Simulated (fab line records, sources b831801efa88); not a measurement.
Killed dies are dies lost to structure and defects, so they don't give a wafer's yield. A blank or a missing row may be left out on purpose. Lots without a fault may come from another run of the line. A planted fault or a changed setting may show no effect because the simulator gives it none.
Problem report in the 8D (eight disciplines) form, filled by code | flow gf180mcu | the parts of the form that need people (team, actions taken, sign-off) are left out

1. THE PROBLEM
tilt_deg at GF_HV_LDD_IMPLANT_21 reads a mean of 6.427 degrees on 9 wafers of 3 lots; wafers without a fault read 7.001 degrees with a standard deviation of 0.02. That is -29 standard deviations from the usual mean.
First seen on wafer L936.1, day 15 04:53, on implanter-01. The record holds 39 wafers of 13 lots with a number at this step. Rule for "out", or "out of limits": more than 4 standard deviations from the usual mean. The other wafers with a number count as sound.

2. WHAT IT IS AND WHAT IT IS NOT
question                    | is                     | is not
which readings at this step | tilt_deg               | beam_on_s
which lots                  | L936, L937, L938       | L923, L925, L929, L930, L932, L933, L934, L944, L945, L946
which wafers of those lots  | all that have a number | -
read on which tools         | implanter-01           | implanter-02, implanter-04
when                        | from day 15 04:53      | up to then (21 sound wafers); but 9 sound wafers of L944, L945, L946 came after

3. SUSPECTS, AND WHAT RULES EACH OUT
Counting: a tool at a process step up to the reading stays a suspect if it ran every lot that is out and no sound lot after the first of them.
- implanter-01 at GF_HV_LDD_IMPLANT_21: ruled out as a lasting fault. Sound lots L946 ran on it after its first lot that is out, L936 (day 15 04:53).
Left after counting: nothing in the record.

4. THE CAUSE (what the simulator had put in)
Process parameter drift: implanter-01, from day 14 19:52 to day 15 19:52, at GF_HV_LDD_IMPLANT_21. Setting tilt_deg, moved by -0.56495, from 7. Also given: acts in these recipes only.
Counting ruled it out, wrongly.

5. THE CHAIN OF EFFECTS, in route order
Each row: a reading whose mean over the struck wafers that have a number lies more than 3 standard deviations from the usual. Only readings for which the record gives a usual standard deviation are gone through. hours: the time from each lot's start at the first step in this table that gives one to its start at this step, as a median over the lots. sigmas: the change in usual standard deviations.
hours | step                 | reading  | usual         | on struck wafers | change | sigmas
0     | GF_HV_LDD_IMPLANT_21 | tilt_deg | 7.001 degrees | 6.427            | -0.574 | -29
The process steps in it:
- GF_HV_LDD_IMPLANT_21
Later measuring or inspecting steps at which every struck wafer that the step has a row for has a number for every such reading, and none has moved that far: GF_NSD_TW_MEAS_12.

6. WHAT WOULD HAVE CAUGHT IT SOONER
In this record the first reading out of limits was taken at day 15 04:53, 9 hours after the fault began at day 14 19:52.
